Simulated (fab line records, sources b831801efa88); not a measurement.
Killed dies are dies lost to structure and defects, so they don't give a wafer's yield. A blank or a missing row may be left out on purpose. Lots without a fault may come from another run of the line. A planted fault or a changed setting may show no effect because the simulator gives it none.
Which tool did it? | flow gf180mcu | 12 lots, 34 wafers sampled, at 5 steps of a route of 602

WHAT THE GAUGES READ, wafer by wafer
GF_V2_THK_MEAS_03. Usual: V2_CVD_02_THK 850 nm, standard deviation 10.
lot  | measured     | on            | V2_CVD_02_THK (nm) | flag
L867 | day 19 03:53 | film_metro-04 | 844 847 861        |
L870 | day 20 12:42 | film_metro-03 | 838 837 857        |
L873 | day 21 18:16 | film_metro-04 | 832 846 860        |
L874 | day 22 05:18 | film_metro-01 | 834 857 867        |
L876 | day 22 19:19 | film_metro-03 | 855 860            |
L879 | day 24 02:48 | film_metro-04 | 832 842            |
L880 | day 24 04:26 | film_metro-04 | 844 845 857        |
L883 | day 25 04:22 | film_metro-03 | 832 836 846        |
L885 | day 25 16:35 | film_metro-04 | 846 856 860        |
L886 | day 25 22:48 | film_metro-01 | 852 839 855        |
L889 | day 26 18:52 | film_metro-03 | 839 855 840        |
L890 | day 27 01:37 | film_metro-01 | 844 863 856        |

WHICH TOOL RAN EACH LOT (tool, then ch and the chambers of the sampled wafers, then the start)
lot  | GF_DNWELL_STRIP_08                  | GF_LVPWELL_COAT_02               | GF_LVPWELL_STRIP_10                 | GF_M2_STRIP_17
L867 | plasma_asher-04 ch 0,1, day 2 18:34 | litho_track-02 ch 0, day 3 12:58 | plasma_asher-02 ch 0,1, day 3 20:25 | plasma_asher-03 ch 0,1, day 19 03:08
L870 | plasma_asher-01 ch 0,1, day 3 10:47 | litho_track-03 ch 0, day 4 06:38 | plasma_asher-02 ch 0,1, day 4 13:50 | plasma_asher-02 ch 0,1, day 20 11:58
L873 | plasma_asher-01 ch 0,1, day 4 03:04 | litho_track-04 ch 0, day 5 00:28 | plasma_asher-01 ch 0,1, day 5 07:53 | plasma_asher-02 ch 0,1, day 21 17:12
L874 | plasma_asher-01 ch 0,1, day 4 08:36 | litho_track-04 ch 0, day 5 05:30 | plasma_asher-04 ch 0,1, day 5 12:40 | plasma_asher-03 ch 0,1, day 22 04:31
L876 | plasma_asher-04 ch 0, day 4 18:01   | litho_track-04 ch 0, day 5 15:58 | plasma_asher-02 ch 0, day 5 23:38   | plasma_asher-01 ch 0,1, day 22 18:35
L879 | plasma_asher-01 ch 0,1, day 5 09:15 | litho_track-04 ch 0, day 6 08:04 | plasma_asher-02 ch 0,1, day 6 16:38 | plasma_asher-03 ch 0,1, day 24 02:02
L880 | plasma_asher-04 ch 0,1, day 5 15:39 | litho_track-02 ch 0, day 6 14:04 | plasma_asher-01 ch 0, day 6 22:25   | plasma_asher-02 ch 0,1, day 24 03:38
L883 | plasma_asher-01 ch 0,1, day 6 07:55 | litho_track-02 ch 0, day 7 07:31 | plasma_asher-04 ch 0,1, day 7 16:05 | plasma_asher-01 ch 0,1, day 25 03:37
L885 | plasma_asher-04 ch 0,1, day 6 18:46 | litho_track-02 ch 0, day 7 18:07 | plasma_asher-01 ch 0,1, day 8 02:35 | plasma_asher-01 ch 0,1, day 25 15:43
L886 | plasma_asher-01 ch 0,1, day 6 21:19 | litho_track-03 ch 0, day 7 21:08 | plasma_asher-02 ch 0,1, day 8 06:16 | plasma_asher-02 ch 0,1, day 25 22:04
L889 | plasma_asher-01 ch 0,1, day 7 15:25 | litho_track-04 ch 0, day 8 16:09 | plasma_asher-02 ch 0,1, day 9 00:59 | plasma_asher-02 ch 0, day 26 18:07
L890 | plasma_asher-01 ch 0,1, day 7 19:52 | litho_track-03 ch 0, day 8 20:10 | plasma_asher-02 ch 0, day 9 05:04   | plasma_asher-01 ch 0,1, day 27 00:52
- GF_DNWELL_STRIP_08: strips in O2/N2.
- GF_LVPWELL_COAT_02: resist thk 3000 nm.
- GF_LVPWELL_STRIP_10: strips in O2/N2.
- GF_M2_STRIP_17: strips in O2/N2.

WHAT THE TOOLS THEMSELVES READ (means of the sampled wafers that have a number; where no wafer has one, the mark that the record gives instead)
GF_DNWELL_STRIP_08. Usual: drypump_motor_current_A 5.8 A, standard deviation 0.45; heater_power_w 321 W, standard deviation 30; oes_product_au 0.722 a.u., standard deviation 0.0046; platen_temp_c 250.01 C, standard deviation 0.19; strip_time_to_endpoint_s 36.95 s, standard deviation 0.11.
lot  | tool            | drypump_motor_current_A (A) | heater_power_w (W) | oes_product_au (a.u.) | platen_temp_c (C) | strip_time_to_endpoint_s (s) | flag
L867 | plasma_asher-04 | 6.1                         | 326                | 0.719                 | 250.11            | 36.84                        |
L870 | plasma_asher-01 | 5.5                         | 312                | 0.722                 | 250.12            | 36.89                        |
L873 | plasma_asher-01 | 5.8                         | 292                | 0.717                 | 250.24            | 36.87                        |
L874 | plasma_asher-01 | 5.8                         | 291                | 0.722                 | 250.03            | 36.95                        |
L876 | plasma_asher-04 | 5.9                         | 326                | 0.720                 | 249.94            | 37.14                        |
L879 | plasma_asher-01 | 5.7                         | 302                | 0.722                 | 250.01            | 37.09                        |
L880 | plasma_asher-04 | 6.3                         | 324                | 0.723                 | 250.21            | 36.95                        |
L883 | plasma_asher-01 | 5.8                         | 289                | 0.720                 | 249.92            | 36.87                        |
L885 | plasma_asher-04 | 6.0                         | 327                | 0.729                 | 250.31            | 37.09                        |
L886 | plasma_asher-01 | 5.5                         | 306                | 0.722                 | 250.01            | 37.18                        |
L889 | plasma_asher-01 | 5.8                         | 287                | 0.720                 | 250.02            | 37.02                        |
L890 | plasma_asher-01 | 5.8                         | 291                | 0.723                 | 249.92            | 37.01                        |

GF_LVPWELL_COAT_02. Usual: chill_plate_temp_C 23.01 C, standard deviation 0.11; exhaust_pa 45.1 Pa, standard deviation 0.91.
lot  | tool           | chill_plate_temp_C (C) | exhaust_pa (Pa) | flag
L867 | litho_track-02 | 22.87                  | 44.4            |
L870 | litho_track-03 | 23.07                  | 45.4            |
L873 | litho_track-04 | 22.88                  | 44.3            |
L874 | litho_track-04 | 23.28                  | 46.4            |
L876 | litho_track-04 | 22.99                  | 44.9            |
L879 | litho_track-04 | 22.90                  | 45.2            |
L880 | litho_track-02 | 22.98                  | 44.3            |
L883 | litho_track-02 | 22.90                  | 43.8            |
L885 | litho_track-02 | 22.98                  | 45.7            |
L886 | litho_track-03 | 23.07                  | 44.6            |
L889 | litho_track-04 | 23.10                  | 45.6            |
L890 | litho_track-03 | 22.98                  | 45.0            |

GF_LVPWELL_STRIP_10. Usual: drypump_motor_current_A 5.8 A, standard deviation 0.42; heater_power_w 325 W, standard deviation 40; oes_product_au 0.723 a.u., standard deviation 0.0047; platen_temp_c 249.97 C, standard deviation 0.2; strip_time_to_endpoint_s 37.02 s, standard deviation 0.12.
lot  | tool            | drypump_motor_current_A (A) | heater_power_w (W) | oes_product_au (a.u.) | platen_temp_c (C) | strip_time_to_endpoint_s (s) | flag
L867 | plasma_asher-02 | 5.6                         | 367                | 0.720                 | 250.07            | 36.94                        |
L870 | plasma_asher-02 | 5.5                         | 364                | 0.725                 | 249.97            | 36.96                        |
L873 | plasma_asher-01 | 5.8                         | 293                | 0.723                 | 249.96            | 37.05                        |
L874 | plasma_asher-04 | 6.3                         | 326                | 0.729                 | 249.99            | 37.24                        |
L876 | plasma_asher-02 | 5.8                         | 292                | 0.722                 | 250.00            | 38.96                        | OFF
L879 | plasma_asher-02 | 5.7                         | 349                | 0.726                 | 249.75            | 39.21                        | OFF
L880 | plasma_asher-01 | 6.1                         | 267                | 0.728                 | 250.03            | 36.96                        |
L883 | plasma_asher-04 | 6.1                         | 325                | 0.722                 | 250.04            | 36.88                        |
L885 | plasma_asher-01 | 5.8                         | 293                | 0.723                 | 249.98            | 36.85                        |
L886 | plasma_asher-02 | 5.6                         | 368                | 0.727                 | 249.80            | 37.09                        |
L889 | plasma_asher-02 | 5.5                         | 365                | 0.731                 | 250.08            | 36.96                        |
L890 | plasma_asher-02 | 5.7                         | 295                | 0.719                 | 249.97            | 37.09                        |

GF_M2_STRIP_17. Usual: drypump_motor_current_A 5.6 A, standard deviation 0.33; heater_power_w 337 W, standard deviation 47; oes_product_au 0.538 a.u., standard deviation 0.0053; platen_temp_c 249.99 C, standard deviation 0.16; strip_time_to_endpoint_s 7.42 s, standard deviation 0.049.
lot  | tool            | drypump_motor_current_A (A) | heater_power_w (W) | oes_product_au (a.u.) | platen_temp_c (C) | strip_time_to_endpoint_s (s) | flag
L867 | plasma_asher-03 | 5.8                         | 357                | 0.537                 | 249.88            | 7.37                         |
L870 | plasma_asher-02 | 5.7                         | 335                | 0.539                 | 250.17            | 7.48                         |
L873 | plasma_asher-02 | 5.6                         | 375                | 0.537                 | 249.86            | 7.42                         |
L874 | plasma_asher-03 | 5.8                         | 352                | 0.540                 | 249.97            | 7.46                         |
L876 | plasma_asher-01 | 5.7                         | 302                | 0.536                 | 249.88            | 7.42                         |
L879 | plasma_asher-03 | 5.7                         | 350                | 0.538                 | 249.94            | 7.44                         |
L880 | plasma_asher-02 | 5.6                         | 374                | 0.535                 | 250.00            | 7.43                         |
L883 | plasma_asher-01 | 5.5                         | 310                | 0.541                 | 250.02            | 7.47                         |
L885 | plasma_asher-01 | 5.8                         | 291                | 0.539                 | 250.21            | 7.44                         |
L886 | plasma_asher-02 | 5.7                         | 333                | 0.539                 | 249.81            | 7.46                         |
L889 | plasma_asher-02 | 5.7                         | 289                | 0.535                 | 249.96            | 7.34                         |
L890 | plasma_asher-01 | 5.6                         | 305                | 0.539                 | 249.87            | 7.36                         |

THE ANSWER, worked out from the rows above alone
Rule: a lot is off if the mean of its wafers that have a number lies more than 3 standard deviations from the usual mean. A lot without any number at a reading at which 4 lots or more have one is off too. The other lots that the step has rows for count as sound. The gauges are gone through in route order, then the tools' own readings, and for those a lot's mean is taken as printed above. The first step at which some lot is off is used, and at that step the reading that is off furthest; a lot without a number counts as furthest.
Off: L876, L879, at GF_LVPWELL_STRIP_10 (strip_time_to_endpoint_s).
A tool fits if, at that step or a process step before it, it ran every lot that is off, and no sound lot after the first of them. None of those tried fits.

WHAT THE SIMULATOR HAD PUT IN
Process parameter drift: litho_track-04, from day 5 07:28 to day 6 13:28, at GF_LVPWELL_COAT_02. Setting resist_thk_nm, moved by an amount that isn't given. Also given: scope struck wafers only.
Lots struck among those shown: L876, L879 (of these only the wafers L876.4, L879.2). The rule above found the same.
